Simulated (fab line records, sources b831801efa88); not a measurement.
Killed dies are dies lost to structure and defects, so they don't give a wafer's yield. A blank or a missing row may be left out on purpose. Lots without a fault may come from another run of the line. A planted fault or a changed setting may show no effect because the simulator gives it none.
fab line records | flow gf180mcu
record lots=6 wafers=18 last_day=34
route steps=602 shown V3@430
lots that met no fault: from a run of the same line without faults
start_h: hours from the record's first day to the start of the lot's first wafer shown | wait_h: hours since the lot's step before | " the same as in the row above | L1.1+2: a row that stands for several wafers | - no value, or no start given | * or withheld: withheld | < > ~ a bound
route shown NAME@n: a module of which the file shows steps, and the number in the route of the first | usual: mean/standard deviation of fault-free wafers | same: alike in all rows | chamber/n: place in a boat | sites: the reading at each site | _std_site: their standard deviation | _edge_site: outer sites' mean less inner sites' | radius_mm: how far each site lies from the wafer's centre | mask NAME#n: copy n | behind: the tool/chamber that last shaped the wafer | hold: why the lot was held/for how many hours/how that ended | device: the transistor (n, p or np) that didn't switch | end of line: the same wafers' tests at the end of the route | a step without rows: its recipe alone | killed: dies lost to structure and defects at the first sort, not the wafer's yield | map: a wafer's dies, x killed, . not, _ none there
set.NAME: the setting as run; set.NAME@STEP: as run at that earlier step | model.NAME: the simulator's own value behind a step, which no gauge read
lots at some steps of the route; a table a step, a row a wafer
services: from which hour (start_h, from the record's first day; less than 0 if before it) a tool's chamber was out of use, for how many hours, and why
## steps
# step GF_V3_THK_MEAS_01
# recipe reads=SiO2_of_V3_CVD_00
# usual V3_CVD_00_THK=600/6.1
# columns lot.wafer tool chamber start_h wait_h V3_CVD_00_THK[nm]
L958.3 film_metro-01 - 558.72 0.1 602
L958.5 " - " " 603
L958.6 " - " " 594
L962.1 film_metro-01 - 582.42 0.0 596
L962.4 " - " " 603
L962.6 " - " " 599
L969.1 film_metro-04 - 632.63 0.0 602
L969.5 " - " " 601
L969.6 " - " " 604
L970.1 film_metro-02 - 641.14 0.1 607
L970.5 " - " " 608
L970.6 " - " " 611
L972.2 film_metro-04 - 656.07 0.0 600
L972.3 " - " " 613
L972.4 " - " " 609
L974.2 film_metro-02 - 665.03 0.0 597
L974.3 " - " " 591
L974.4 " - " " 591
# step GF_V3_CVD_02
# recipe material=SiO2 target_thk_nm=850 precursor=TEOS temp_c=400 time_s=94.851 rf_w=600
# usual heater_power_w=719/140
# columns lot.wafer tool chamber start_h wait_h heater_power_w
L958.3 pecvd-03 0 558.76 0.0 519
L958.5 " 0 " " 531
L958.6 " 1 " " 830
L962.1 pecvd-03 2 582.48 0.1 915
L962.4 " 1 " " 818
L962.6 " 0 " " 534
L969.1 pecvd-02 2 632.69 0.1 713
L969.5 " 2 " " 771
L969.6 " 1 " " 746
L970.1 pecvd-02 0 641.20 0.1 731
L970.5 " 0 " " 745
L970.6 " 2 " " 729
L972.2 pecvd-02 2 656.12 0.0 764
L972.3 " 2 " " 612
L972.4 " 1 " " 961
L974.2 pecvd-01 1 665.08 0.0 911
L974.3 " 0 " " 529
L974.4 " 2 " " 542
# step GF_V3_THK_MEAS_03
# recipe reads=SiO2_of_V3_CVD_02
# usual V3_CVD_02_THK=849/13
# columns lot.wafer tool chamber start_h wait_h V3_CVD_02_THK[nm]
L958.3 film_metro-04 - 558.84 0.1 854
L958.5 " - " " 879
L958.6 " - " " 860
L962.1 film_metro-02 - 582.55 0.0 859
L962.4 " - " " 874
L962.6 " - " " 869
L969.1 film_metro-01 - 632.76 0.0 832
L969.5 " - " " 848
L969.6 " - " " 856
L970.1 film_metro-01 - 641.27 0.0 839
L970.5 " - " " 853
L970.6 " - " " 839
L972.2 film_metro-01 - 656.24 0.1 833
L972.3 " - " " 838
L972.4 " - " " 849
L974.2 film_metro-04 - 665.16 0.0 844
L974.3 " - " " 838
L974.4 " - " " 842
# step GF_V3_CMP_04
# recipe material=SiO2 down_force_psi=4 platen_rpm=60 pad_velocity_m_s=0.94248
# usual motor_current_A=12.1/1.4 time_to_endpoint_s=80/5.6
# columns lot.wafer tool chamber start_h wait_h motor_current_A time_to_endpoint_s
L958.3 cmp-02 2 558.98 0.1 11.7 83
L958.5 " 0 " " 12.3 87
L958.6 " 1 " " 10.8 82
L962.4 cmp-01 3 582.61 0.0 11.5 88
L962.1 " 0 " " 10.7 86
L962.6 " 3 " " 11.7 86
L969.1 cmp-02 3 632.82 0.1 14.2 72
L969.6 " 3 " " 13.4 83
L969.5 " 0 " " 11.6 76
L970.1 cmp-02 1 641.43 0.1 10.7 78
L970.6 " 3 " " 13.8 76
L970.5 " 0 " " 12.1 79
L972.4 cmp-01 2 656.34 0.1 10.3 82
L972.2 " 3 " " 12.3 78
L972.3 " 0 " " 10.9 82
L974.4 cmp-01 1 665.21 0.0 14.3 80
L974.2 " 3 " " 12.1 83
L974.3 " 0 " " 11.3 78
# step GF_V3_BOW_MEAS_05
# recipe mode=bow
# usual V3_BOW=116/7.2
# columns lot.wafer tool chamber start_h wait_h V3_BOW[um]
L958.3 film_metro-04 - 559.22 0.2 108
L958.5 " - " " 115
L958.6 " - " " 106
L962.1 film_metro-04 - 582.91 0.2 119
L962.4 " - " " 110
L962.6 " - " " 113
L969.1 film_metro-01 - 633.12 0.2 121
L969.5 " - " " 116
L969.6 " - " " 111
L970.1 film_metro-04 - 641.63 0.1 129
L970.5 " - " " 120
L970.6 " - " " 128
L972.2 film_metro-04 - 656.61 0.2 121
L972.3 " - " " 121
L972.4 " - " " 124
L974.2 film_metro-04 - 665.53 0.2 121
L974.3 " - " " 119
L974.4 " - " " 127
# step GF_V3_DEHYDRATE_06
# recipe temp_c=200 time_s=60
# step GF_V3_HMDS_07
# recipe prime_time_s=60 prime_temp_c=120
# step GF_V3_COAT_08
# recipe resist=BARC temp_c=withheld time_s=withheld spin_rpm=withheld resist_thk_nm=withheld
# step GF_V3_COAT_09
# recipe resist=KrF spin_rpm=withheld resist_thk_nm=1000
# step GF_V3_SOFTBAKE_10
# recipe temp_c=130 time_s=60 resist=KrF
# step GF_V3_EXPOSE_11
# recipe mask_id=Via3 target_cd_nm=260 na=0.68 source_shape=conventional sigma_outer=0.6 dose_mj=38
# step GF_V3_PEB_12
# recipe peb_temp_c=135 peb_time_s=90 resist=KrF
# step GF_V3_DEVELOP_13
# recipe develop_time_s=60 resist=KrF dev_temp_c=21
# usual chill_plate_temp_C=22.99/0.11 develop_time_s=60/0
# columns lot.wafer tool chamber start_h wait_h chill_plate_temp_C develop_time_s model.KrF_of_V3_COAT_09.thk_nm
L958.3 litho_track-02 0 580.23 0.1 23.08 60 986.3
L958.5 " 0 " " 23.01 60 985.9
L958.6 " 0 " " 23.20 60 983.4
L962.1 litho_track-04 0 603.55 0.2 22.93 60 980
L962.4 " 0 " " 23.04 60 981.1
L962.6 " 0 " " 22.88 60 983.1
L969.1 litho_track-02 - 652.48 0.2 - - 1001
L969.5 " - " " - - 1003
L969.6 " - " " - - 1006
L970.1 litho_track-03 - 660.80 0.2 - - 1000
L970.5 " - " " - - 1001
L970.6 " - " " - - 999.8
L972.2 litho_track-04 0 676.02 0.2 22.98 60 988
L972.3 " 0 " " 23.00 60 988.6
L972.4 " 0 " " 23.17 60 990.7
L974.2 litho_track-04 0 685.02 0.2 22.93 60 983.2
L974.3 " 0 " " 22.85 60 982.6
L974.4 " 0 " " 23.01 60 984
# step GF_V3_CD_MEAS_14
# recipe target_cd_nm=260
# usual cd_nm=259.9/1.4
# columns lot.wafer tool chamber start_h wait_h cd_nm
L958.3 cd_sem-02 - 580.37 0.1 260.2
L958.5 " - " " 260.3
L958.6 " - " " 260.1
L962.1 cd_sem-01 - 603.70 0.1 260.8
L962.4 " - " " 260.5
L962.6 " - " " 260.4
L969.1 cd_sem-01 - 652.63 0.1 -
L969.5 " - " " -
L969.6 " - " " -
L970.1 cd_sem-01 - 660.95 0.1 -
L970.5 " - " " -
L970.6 " - " " -
L972.2 cd_sem-01 - 676.17 0.1 259.6
L972.3 " - " " 259.2
L972.4 " - " " 260.5
L974.2 cd_sem-01 - 685.17 0.1 260.4
L974.3 " - " " 261.7
L974.4 " - " " 259.1
## services
# columns tool chamber start_h hours kind
pecvd-03 - 538.26 0.4 repair
cmp-01 - 557.04 1.3 repair
cmp-01 - 572.10 4.0 pm
cmp-01 - 576.10 - consumable_replace:conditioner
cmp-01 - 576.10 - consumable_replace:pad
pecvd-02 2 580.88 17.2 repair
pecvd-02 0 584.56 5.8 repair
pecvd-02 - 591.12 14.0 pm
pecvd-02 0 591.12 14.0 vent_cycle
pecvd-02 1 591.12 17.5 vent_cycle
pecvd-02 2 591.12 14.0 vent_cycle
pecvd-02 1 602.53 6.1 repair
pecvd-02 0 605.12 - clean
pecvd-02 1 605.12 - clean
pecvd-02 2 605.12 - clean
pecvd-02 - 606.00 1.4 repair
pecvd-03 1 613.49 4.3 repair
pecvd-03 - 620.41 28.1 pm
pecvd-01 - 625.86 0.5 repair
pecvd-02 0 649.96 12.7 repair
pecvd-02 1 661.10 12.2 repair
pecvd-03 - 667.96 3.3 repair
cmp-01 - 681.57 2.3 repair
## key
first_sign step=GF_V3_DEVELOP_13 reading=tool_record direction=missing
effect none on later readings
model_effect step=GF_V3_DEVELOP_13 value=KrF_of_V3_COAT_09.thk_nm without=986.7 struck=1002
met_at GF_V3_DEVELOP_13
struck_wafers L969.1,L969.5,L969.6,L970.1,L970.5,L970.6
later_rows_left_out L969.1,L969.5,L969.6,L970.1,L970.5,L970.6
sort_left_out L969.1,L969.5,L969.6,L970.1,L970.5,L970.6
onset_between 580.23 652.48
fault kind=skipped_step_whole tool=litho_track-02,litho_track-03 chamber=- onset_h=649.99 steps=GF_V3_DEVELOP_13 scope=struck_lots_only
# sort_left_out: the simulated sort isn't trusted on such a fault, so these wafers' sort isn't shown, and their yield isn't known
# later_rows_left_out: the simulator's readings of these wafers behind a module that went badly wrong aren't trusted and aren't shown, but for the sort
